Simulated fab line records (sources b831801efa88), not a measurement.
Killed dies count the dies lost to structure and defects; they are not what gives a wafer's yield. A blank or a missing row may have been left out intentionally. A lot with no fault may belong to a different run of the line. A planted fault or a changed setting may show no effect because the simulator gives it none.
Chamber matching | flow gf180mcu | GF_STI_ETCH_14 on rie-si-02: 3 sister chambers
The step etches Si in HBr/Cl2/O2, target depth 360 nm, time 102.9 s. 3 wafers are shown with their chamber, then 5 later ones without.

WAFERS, EACH WITH ITS CHAMBER
wafer  | chamber | drypump-motor-current-A (A)
L864.4 | 3       | 6.7
L864.6 | 2       | 6.1
L874.1 | 0       | 5.7

WAFERS WHOSE CHAMBER IS MISSING
wafer  | drypump-motor-current-A (A)
L874.2 | 6.1
L878.1 | 5.6
L878.2 | 6.1
L879.1 | 6.1
L879.2 | 5.6

CHAMBER TAKEN BY EACH
wafer  | from the rows above | in truth
L874.2 | 2                   | 2
L878.1 | 0                   | 0
L878.2 | 2                   | 2
L879.1 | 2                   | 2
L879.2 | 0                   | 0
Placed correctly: 5 of 5. Can't be placed from these rows: 0. 0 placed wrongly.
How it was worked out, from the rows above alone: a wafer's distance from a chamber is the root of the sum, over the readings, of the square of ((its reading less the chamber's mean) divided by the reading's scatter). The wafer belongs to the nearest chamber; if the next one is less than 2 further off, it can't be placed. A chamber's mean is the mean of its shown wafers. The scatter: root of mean squared gap, hidden wafer to nearest shown wafer, with one shown wafer a chamber.
